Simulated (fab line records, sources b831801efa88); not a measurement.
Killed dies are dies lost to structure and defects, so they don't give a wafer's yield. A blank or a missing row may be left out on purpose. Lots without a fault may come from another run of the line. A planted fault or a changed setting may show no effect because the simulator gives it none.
Which tool did it? | flow gf180mcu | 11 lots, 33 wafers sampled, at 7 steps of a route of 602

WHAT THE GAUGES READ, wafer by wafer
GF_NWELL_TW_MEAS_11. Usual: NWELL_TW 1564, standard deviation 17.
lot  | measured    | on            | NWELL_TW       | flag
L706 | day 4 08:13 | film_metro-03 | 1565 1563 1563 |
L707 | day 4 23:35 | film_metro-03 | 1562 1560 1567 |
L709 | day 5 04:14 | film_metro-03 | 1563 1562 1552 |
L710 | day 5 06:43 | film_metro-01 | 1833 1842 1833 | OFF
L711 | day 5 15:38 | film_metro-03 | 1837 1833 1830 | OFF
L712 | day 5 19:58 | film_metro-03 | 1567 1571 1560 |
L713 | day 5 20:19 | film_metro-01 | 1567 1576 1565 |
L718 | day 6 23:52 | film_metro-03 | 1563 1564 1557 |
L719 | day 7 05:42 | film_metro-03 | 1555 1553 1554 |
L720 | day 7 08:49 | film_metro-02 | 1537 1542 1534 |
L725 | day 8 16:55 | film_metro-03 | 1569 1556 1564 |

GF_LVPWELL_TW_MEAS_11. Usual: LVPWELL_TW 555, standard deviation 6.7.
lot  | measured    | on            | LVPWELL_TW     | flag
L706 | day 4 21:41 | film_metro-02 | 547 547 549    |
L707 | day 5 14:37 | film_metro-03 | 559 556 554    |
L709 | day 5 18:16 | film_metro-01 | 561 556 559    |
L710 | day 5 20:52 | film_metro-03 | 1366 1370 1362 | OFF
L711 | day 6 05:56 | film_metro-03 | 1371 1373 1375 | OFF
L712 | day 6 09:58 | film_metro-03 | 559 558 555    |
L713 | day 6 11:10 | film_metro-01 | 566 566 566    |
L718 | day 7 14:49 | film_metro-01 | 559 558 560    |
L719 | day 7 22:05 | film_metro-01 | 562 563 560    |
L720 | day 8 00:35 | film_metro-01 | 565 564 565    |
L725 | day 9 09:52 | film_metro-02 | 545 547 550    |

GF_MVSD_TW_MEAS_11. Usual: MVSD_TW 1565, standard deviation 21.
lot  | measured     | on            | MVSD_TW        | flag
L706 | day 5 12:28  | film_metro-01 | 1575 1576 1575 |
L707 | day 6 04:42  | film_metro-01 | 1585 1597 1598 |
L709 | day 6 08:42  | film_metro-01 | 1599 1604 1595 |
L710 | day 6 11:42  | film_metro-02 | 1806 1808 1804 | OFF
L711 | day 6 20:41  | film_metro-02 | 1809 1811 1807 | OFF
L712 | day 7 01:16  | film_metro-02 | 1543 1541 1545 |
L713 | day 7 02:18  | film_metro-03 | 1563 1555 1561 |
L718 | day 8 07:27  | film_metro-02 | 1543 1538 1541 |
L719 | day 8 14:05  | film_metro-02 | 1536 1540 1546 |
L720 | day 8 17:05  | film_metro-03 | 1572 1571 1575 |
L725 | day 10 03:56 | film_metro-01 | 1590 1591 1597 |

GF_V1_THK_MEAS_25: measures by xrf. Usual: V1_W_THK 353 nm, standard deviation 5.2.
lot  | measured     | on            | V1_W_THK (nm) | flag
L706 | day 19 08:17 | film_metro-03 | 355 353 353   |
L707 | day 20 19:48 | film_metro-03 | 351 351 355   |
L709 | day 20 23:35 | film_metro-04 | 347 344 347   |
L710 | day 21 04:28 | film_metro-02 | 350 356 355   |
L711 | day 21 23:57 | film_metro-02 | 349 353 351   |
L712 | day 22 06:47 | film_metro-04 | 354 348 358   |
L713 | day 22 06:05 | film_metro-04 | 359 361 361   |
L718 | day 24 02:46 | film_metro-03 | 356 351 346   |
L719 | day 24 21:03 | film_metro-04 | 344 350 348   |
L720 | day 24 22:38 | film_metro-04 | 349 348 350   |
L725 | day 26 08:29 | film_metro-03 | 349 352 355   |

WHICH TOOL RAN EACH LOT (tool, then ch and the chambers of the sampled wafers, then the start)
lot  | GF_DNWELL_COAT_02                | GF_V1_ETCH_16                      | GF_V1_SPUTTER_21
L706 | litho_track-01 ch 0, day 3 11:46 | rie_diel-02 ch 1,2,3, day 19 07:17 | pvd_sputter-04, day 19 07:57
L707 | litho_track-04 ch 0, day 4 01:59 | rie_diel-03 ch 1,2, day 20 18:41   | pvd_sputter-02, day 20 19:21
L709 | litho_track-03 ch 0, day 4 06:28 | rie_diel-03 ch 0,2,3, day 20 22:35 | pvd_sputter-01, day 20 23:15
L710 | litho_track-04, day 4 09:02      | rie_diel-02 ch 1,3, day 21 03:26   | pvd_sputter-01, day 21 04:08
L711 | litho_track-01, day 4 17:14      | rie_diel-01 ch 0,3, day 21 22:56   | pvd_sputter-04, day 21 23:36
L712 | litho_track-01 ch 0, day 4 22:44 | rie_diel-03 ch 2,3, day 22 05:47   | pvd_sputter-02, day 22 06:26
L713 | litho_track-03 ch 0, day 4 23:19 | rie_diel-02 ch 0,1,3, day 22 05:05 | pvd_sputter-01, day 22 05:44
L718 | litho_track-04 ch 0, day 6 01:35 | rie_diel-03 ch 0,1,3, day 24 01:26 | pvd_sputter-01, day 24 02:26
L719 | litho_track-04 ch 0, day 6 07:32 | rie_diel-01 ch 2,3, day 24 20:02   | pvd_sputter-01, day 24 20:42
L720 | litho_track-01 ch 0, day 6 10:04 | rie_diel-03 ch 0,1,3, day 24 21:38 | pvd_sputter-04, day 24 22:18
L725 | litho_track-01 ch 0, day 7 15:20 | rie_diel-03 ch 0,3, day 26 07:29   | pvd_sputter-01, day 26 08:08
- GF_DNWELL_COAT_02: resist thk 3000 nm.
- GF_V1_ETCH_16: etches BARC in N2/H2.
- GF_V1_SPUTTER_21: material Ti, target thk 15 nm, time 80.02 s.

WHAT THE TOOLS THEMSELVES READ (means of the sampled wafers that have a number; where no wafer has one, the mark that the record gives instead)
GF_DNWELL_COAT_02. Usual: chill_plate_temp_C 22.99 C, standard deviation 0.098; dispense_pressure_kPa 49.5 kPa, standard deviation 2.6.
lot  | tool           | chill_plate_temp_C (C) | dispense_pressure_kPa (kPa) | flag
L706 | litho_track-01 | 22.98                  | 47.3                        |
L707 | litho_track-04 | 22.87                  | 53.2                        |
L709 | litho_track-03 | 23.07                  | 48.2                        |
L710 | litho_track-04 | -                      | -                           | OFF
L711 | litho_track-01 | -                      | -                           | OFF
L712 | litho_track-01 | 23.04                  | 47.2                        |
L713 | litho_track-03 | 22.92                  | 48.2                        |
L718 | litho_track-04 | 22.93                  | 53.2                        |
L719 | litho_track-04 | 23.03                  | 53.2                        |
L720 | litho_track-01 | 22.98                  | 47.2                        |
L725 | litho_track-01 | 22.88                  | 47.3                        |

GF_V1_ETCH_16. Usual: drypump_motor_current_A 5.8 A, standard deviation 0.45; oes_product_au 0.854 a.u., standard deviation 0.0051; throttle_valve_pct 13.224 %, standard deviation 0.0097.
lot  | tool        | drypump_motor_current_A (A) | oes_product_au (a.u.) | throttle_valve_pct (%) | flag
L706 | rie_diel-02 | 5.5                         | 0.855                 | 13.219                 |
L707 | rie_diel-03 | 5.7                         | 0.860                 | 13.222                 |
L709 | rie_diel-03 | 6.1                         | 0.858                 | 13.218                 |
L710 | rie_diel-02 | 5.2                         | 0.855                 | 13.229                 |
L711 | rie_diel-01 | 5.5                         | 0.851                 | 13.227                 |
L712 | rie_diel-03 | 6.1                         | 0.856                 | 13.221                 |
L713 | rie_diel-02 | 5.4                         | 0.849                 | 13.228                 |
L718 | rie_diel-03 | 6.0                         | 0.855                 | 13.224                 |
L719 | rie_diel-01 | 6.0                         | 0.853                 | 13.215                 |
L720 | rie_diel-03 | 6.0                         | 0.851                 | 13.221                 |
L725 | rie_diel-03 | 6.2                         | 0.860                 | 13.234                 |

GF_V1_SPUTTER_21. Usual: cathode_dc_power_W 2500.0 W, standard deviation 0.43; throttle_valve_pct 29.7 %, standard deviation 0.64.
lot  | tool           | cathode_dc_power_W (W) | throttle_valve_pct (%) | flag
L706 | pvd_sputter-04 | 2500.1                 | 30.1                   |
L707 | pvd_sputter-02 | 2499.6                 | 29.3                   |
L709 | pvd_sputter-01 | 2499.9                 | 30.1                   |
L710 | pvd_sputter-01 | 2499.9                 | 29.8                   |
L711 | pvd_sputter-04 | 2499.8                 | 30.0                   |
L712 | pvd_sputter-02 | 2500.1                 | 29.3                   |
L713 | pvd_sputter-01 | 2499.7                 | 29.9                   |
L718 | pvd_sputter-01 | 2500.4                 | 30.2                   |
L719 | pvd_sputter-01 | 2499.8                 | 29.7                   |
L720 | pvd_sputter-04 | 2500.1                 | 29.5                   |
L725 | pvd_sputter-01 | 2499.6                 | 29.5                   |

THE ANSWER, worked out from the rows above alone
Rule: a lot is off if the mean of its wafers that have a number lies more than 3 standard deviations from the usual mean. A lot without any number at a reading at which 4 lots or more have one is off too. The other lots that the step has rows for count as sound. The gauges are gone through in route order, then the tools' own readings, and for those a lot's mean is taken as printed above. The first step at which some lot is off is used, and at that step the reading that is off furthest; a lot without a number counts as furthest.
Off: L710, L711, at GF_NWELL_TW_MEAS_11 (NWELL_TW).
A tool fits if, at a process step before that reading, it ran every lot that is off, and no sound lot after the first of them. The gauges at GF_NWELL_TW_MEAS_11 aren't tried: what is off there is off at GF_MVSD_TW_MEAS_11 too, on other tools, and a gauge's error can't cause that. None of those tried fits.

WHAT THE SIMULATOR HAD PUT IN
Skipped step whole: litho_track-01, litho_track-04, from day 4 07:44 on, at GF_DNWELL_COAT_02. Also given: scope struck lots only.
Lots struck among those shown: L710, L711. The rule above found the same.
